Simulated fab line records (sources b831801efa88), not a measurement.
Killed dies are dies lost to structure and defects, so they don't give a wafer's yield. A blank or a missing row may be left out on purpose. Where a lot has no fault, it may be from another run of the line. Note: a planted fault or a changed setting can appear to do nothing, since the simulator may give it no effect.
Which tool did it? ; flow sky130 ; 72 wafers from 24 lots sampled at 5 of the route's 708 steps

WHAT THE GAUGES SHOWED, per wafer
SKY_LI_CONTACT_CD_MEAS_12: the cd target is 170 nm. Usual: cd-nm reads 169.8 nm (standard deviation 1.4).
lot;measured;on;cd-nm (nm);flag
L074;day 29 02:17;cd-sem-01;170.4 170.2 171.4;
L075;day 29 06:05;cd-sem-01;171.5 171.3 171.0;
L076;day 29 23:11;cd-sem-01;172.2 171.8 171.6;
L077;day 30 12:30;cd-sem-01;171.0 171.5 169.9;
L078;day 30 15:05;cd-sem-01;169.3 169.6 167.8;
L079;day 31 04:28;cd-sem-02;168.7 168.0 166.4;
L080;day 31 12:25;cd-sem-01;171.2 170.2 171.5;
L081;day 32 04:59;cd-sem-02;169.5 169.5 169.2;
L082;day 32 05:17;cd-sem-01;169.4 168.9 170.2;
L083;day 32 11:17;cd-sem-01;168.6 168.9 168.3;
L084;day 32 19:14;cd-sem-02;171.4 171.2 172.0;
L085;day 33 07:14;cd-sem-01;171.5 172.9 170.1;
L086;day 33 20:19;cd-sem-01;170.9 171.3 170.4;
L087;day 33 21:09;cd-sem-01;169.9 171.5 171.8;
L088;day 34 11:56;cd-sem-02;168.1 167.6 168.4;
L090;day 34 16:54;cd-sem-02;170.8 170.6 171.1;
L089;day 34 18:34;cd-sem-02;168.9 169.7 170.3;
L091;day 34 21:05;cd-sem-02;169.5 171.0 170.1;
L092;day 35 08:09;cd-sem-01;169.9 169.6 168.9;
L093;day 35 12:19;cd-sem-01;166.7 168.0 167.2;
L095;day 35 23:09;cd-sem-02;168.9 168.0 169.4;
L094;day 36 07:06;cd-sem-01;168.9 168.9 169.5;
L097;day 36 13:28;cd-sem-02;168.7 169.2 168.1;
L096;day 36 14:26;cd-sem-01;169.7 171.2 170.9;

SKY_CONTACT_THK_MEAS_01. Usual: CONTACT_CVD_00_THK 75.0 nm, standard deviation 1.1.
lot;measured;on;CONTACT_CVD_00_THK (nm);flag
L074;day 30 09:31;film-metro-04;75.2 75.8 76.4;
L075;day 30 12:31;film-metro-03;76.0 74.7 75.4;
L076;day 31 06:08;film-metro-04;74.9 73.8 75.7;
L077;day 31 19:10;film-metro-03;73.2 73.5 74.1;
L078;day 31 20:58;film-metro-02;75.5 75.2 77.2;
L079;day 32 10:41;film-metro-03;75.4 76.4 74.5;
L080;day 32 18:19;film-metro-02;74.8 74.8 76.1;
L081;day 33 10:44;film-metro-03;73.7 74.8 74.6;
L082;day 33 11:04;film-metro-03;75.2 74.6 72.3;
L083;day 33 16:47;film-metro-03;75.0 75.7 77.4;
L084;day 34 00:27;film-metro-04;76.0 76.7 75.1;
L085;day 34 11:08;film-metro-02;73.8 74.9 74.1;
L086;day 35 00:59;film-metro-03;74.2 75.6 75.6;
L087;day 35 01:39;film-metro-02;74.8 73.2 74.8;
L088;day 35 16:37;film-metro-02;75.0 74.2 75.9;
L090;day 35 21:19;film-metro-03;72.8 74.9 74.2;
L089;day 35 23:17;film-metro-03;75.8 75.1 75.1;
L091;day 36 01:07;film-metro-02;74.2 74.8 75.5;
L092;day 36 13:08;film-metro-03;73.6 74.3 73.8;
L093;day 36 16:56;film-metro-04;75.3 77.0 77.4;
L095;day 37 03:26;film-metro-02;73.6 75.5 74.8;
L094;day 37 10:59;film-metro-03;74.5 76.0 75.4;
L097;day 37 17:51;film-metro-03;73.9 76.2 75.5;
L096;day 37 19:02;film-metro-03;74.0 75.8 75.1;

WHICH TOOL RAN EACH LOT (tool, then ch and the chambers of the sampled wafers, then the start)
lot;SKY_LI_CONTACT_ETCH_15;SKY_LI_CONTACT_CVD_21;SKY_LOCAL_INTERCONNECT_ETCH_13
L074;rie-diel-01 ch 0,3, day 29 02:29;cvd-w-02 ch 0,1, day 29 03:00;rie-metal-02 ch 0,1, day 30 08:47
L075;rie-diel-01 ch 1,2, day 29 06:17;cvd-w-02 ch 0,1, day 29 06:48;rie-metal-01 ch 1, day 30 11:37
L076;rie-diel-02 ch 1,2,3, day 29 23:22;cvd-w-02 ch 0,1, day 29 23:55;rie-metal-01 ch 0, day 31 05:16
L077;rie-diel-04 ch 1,2,3, day 30 12:42;cvd-w-02 ch 0,1, day 30 13:14;rie-metal-01 ch 0,1, day 31 18:26
L078;rie-diel-02 ch 1,2,3, day 30 15:16;cvd-w-01 ch 0,1, day 30 15:47;rie-metal-03 ch 0,1, day 31 20:13
L079;rie-diel-04 ch 0,1,2, day 31 04:37;cvd-w-01 ch 0,1, day 31 05:11;rie-metal-02 ch 0,1, day 32 09:57
L080;rie-diel-04 ch 0,1,2, day 31 12:36;cvd-w-02 ch 0,1, day 31 13:08;rie-metal-01 ch 0,1, day 32 17:34
L081;rie-diel-04 ch 1,2, day 32 05:11;cvd-w-02 ch 0, day 32 05:42;rie-metal-02 ch 0,1, day 33 09:55
L082;rie-diel-01 ch 0,1,2, day 32 05:28;cvd-w-01 ch 0,1, day 32 06:01;rie-metal-01 ch 0,1, day 33 10:16
L083;rie-diel-02 ch 0,3, day 32 11:27;cvd-w-02 ch 0,1, day 32 12:01;rie-metal-02 ch 0,1, day 33 15:57
L084;rie-diel-04 ch 0,1,2, day 32 19:23;cvd-w-01 ch 0,1, day 32 19:56;rie-metal-02 ch 0,1, day 33 23:42
L085;rie-diel-02 ch 1,3, day 33 07:26;cvd-w-02 ch 0, day 33 08:10;rie-metal-01 ch 0, day 34 10:20
L086;rie-diel-02 ch 0,1,2, day 33 20:29;cvd-w-02 ch 0,1, day 33 21:02;rie-metal-01 ch 0,1, day 35 00:15
L087;rie-diel-01 ch 0,2, day 33 21:21;cvd-w-01 ch 1, day 33 21:53;rie-metal-02 ch 0,1, day 35 00:52
L088;rie-diel-04 ch 0,2,3, day 34 12:08;cvd-w-02 ch 0,1, day 34 12:38;rie-metal-01 ch 0,1, day 35 15:52
L090;rie-diel-02 ch 1,2,3, day 34 17:06;cvd-w-01 ch 0,1, day 34 17:37;rie-metal-01 ch 0,1, day 35 20:35
L089;rie-diel-01 ch 1,3, day 34 18:44;cvd-w-02 ch 0,1, day 34 19:17;rie-metal-02 ch 0, day 35 22:26
L091;rie-diel-04 ch 1,2,3, day 34 21:15;cvd-w-01 ch 0,1, day 34 21:49;rie-metal-02 ch 0, day 36 00:16
L092;rie-diel-01 ch 0,1, day 35 08:20;cvd-w-01 ch 0,1, day 35 08:50;rie-metal-03 ch 0,1, day 36 12:17
L093;rie-diel-04 ch 0,1,3, day 35 12:30;cvd-w-01 ch 0,1, day 35 13:01;rie-metal-01 ch 0,1, day 36 16:07
L095;rie-diel-01 ch 0,2, day 35 23:20;cvd-w-01 ch 0,1, day 36 00:01;rie-metal-03 ch 0,1, day 37 02:41
L094;rie-diel-04 ch 0,3, day 36 07:18;cvd-w-01 ch 1, day 36 07:49;rie-metal-01 ch 0, day 37 10:07
L097;rie-diel-02 ch 0,2,3, day 36 13:38;cvd-w-01 ch 0,1, day 36 14:11;rie-metal-03 ch 0,1, day 37 17:07
L096;rie-diel-04 ch 0,1, day 36 14:38;cvd-w-01 ch 0,1, day 36 15:11;rie-metal-01 ch 0, day 37 18:11
- SKY_LI_CONTACT_ETCH_15: etches PSG in C4F8/O2/Ar, stops on Si, target depth 600 nm.
- SKY_LI_CONTACT_CVD_21: deposits W, target thk 400 nm, time 120.56 s.
- SKY_LOCAL_INTERCONNECT_ETCH_13: etches BARC in N2/H2, stops on SiO2, time 45.9 s, target depth 60 nm.

AS READ BY THE TOOLS THEMSELVES (means over the sampled wafers that have a number; for cases with no such wafer, the mark the record gives instead)
SKY_LI_CONTACT_ETCH_15. Usual: oes-product-au reads 0.837 a.u. (standard deviation 0.0048).
lot;tool;oes-product-au (a.u.);flag
L074;rie-diel-01;0.836;
L075;rie-diel-01;0.836;
L076;rie-diel-02;0.838;
L077;rie-diel-04;0.838;
L078;rie-diel-02;0.838;
L079;rie-diel-04;0.839;
L080;rie-diel-04;0.834;
L081;rie-diel-04;0.842;
L082;rie-diel-01;0.833;
L083;rie-diel-02;0.835;
L084;rie-diel-04;0.840;
L085;rie-diel-02;0.836;
L086;rie-diel-02;0.832;
L087;rie-diel-01;0.835;
L088;rie-diel-04;0.837;
L090;rie-diel-02;0.841;
L089;rie-diel-01;0.836;
L091;rie-diel-04;0.834;
L092;rie-diel-01;0.837;
L093;rie-diel-04;0.834;
L095;rie-diel-01;0.838;
L094;rie-diel-04;0.835;
L097;rie-diel-02;0.835;
L096;rie-diel-04;0.838;

SKY_LI_CONTACT_CVD_21. Usual: heater-power-w reads 899 W (standard deviation 39).
lot;tool;heater-power-w (W);flag
L074;cvd-w-02;924;
L075;cvd-w-02;912;
L076;cvd-w-02;915;
L077;cvd-w-02;932;
L078;cvd-w-01;860;
L079;cvd-w-01;882;
L080;cvd-w-02;935;
L081;cvd-w-02;906;
L082;cvd-w-01;872;
L083;cvd-w-02;927;
L084;cvd-w-01;865;
L085;cvd-w-02;913;
L086;cvd-w-02;939;
L087;cvd-w-01;842;
L088;cvd-w-02;921;
L090;cvd-w-01;850;
L089;cvd-w-02;929;
L091;cvd-w-01;880;
L092;cvd-w-01;878;
L093;cvd-w-01;865;
L095;cvd-w-01;869;
L094;cvd-w-01;842;
L097;cvd-w-01;886;
L096;cvd-w-01;865;

SKY_LOCAL_INTERCONNECT_ETCH_13. Usual: drypump-motor-current-A 5.8 A, standard deviation 0.42; oes-product-au 0.854 a.u., standard deviation 0.0044; throttle-valve-pct 13.225 %, standard deviation 0.0092.
lot;tool;drypump-motor-current-A (A);oes-product-au (a.u.);throttle-valve-pct (%);flag
L074;rie-metal-02;6.0;0.854;13.227;
L075;rie-metal-01;5.4;0.857;13.213;
L076;rie-metal-01;6.2;0.851;13.224;
L077;rie-metal-01;5.9;0.856;13.232;
L078;rie-metal-03;6.0;0.858;13.221;
L079;rie-metal-02;6.0;0.854;13.220;
L080;rie-metal-01;5.7;0.853;13.234;
L081;rie-metal-02;6.0;0.854;13.230;
L082;rie-metal-01;5.6;0.853;13.226;
L083;rie-metal-02;6.0;0.855;13.229;
L084;rie-metal-02;5.7;0.853;13.217;
L085;rie-metal-01;6.2;0.851;13.215;
L086;rie-metal-01;5.7;0.854;13.226;
L087;rie-metal-02;5.7;0.853;13.220;
L088;rie-metal-01;5.9;0.851;13.234;
L090;rie-metal-01;5.7;0.854;13.218;
L089;rie-metal-02;5.5;0.849;13.223;
L091;rie-metal-02;5.4;0.860;13.227;
L092;rie-metal-03;5.7;0.854;13.225;
L093;rie-metal-01;5.9;0.853;13.223;
L095;rie-metal-03;6.0;0.851;13.221;
L094;rie-metal-01;6.2;0.858;13.224;
L097;rie-metal-03;6.0;0.853;13.219;
L096;rie-metal-01;6.2;0.850;13.225;

THE ANSWER, worked out from the rows above alone
Rule: lot off if the mean of its wafers having a number is beyond 3 standard deviations from the usual mean. A lot without any number at a reading at which 4 lots or more have one is off too. Where the step has rows for the other lots, those lots are counted as sound. First the gauges in route order, then the tools' own readings, where a lot's mean is used as printed above. The first step at which some lot is off is used, and at that step the reading that is off furthest; a lot without a number counts as furthest.
Nothing can be told from this: no lot is off at any reading shown.

WHAT THE SIMULATOR PUT IN
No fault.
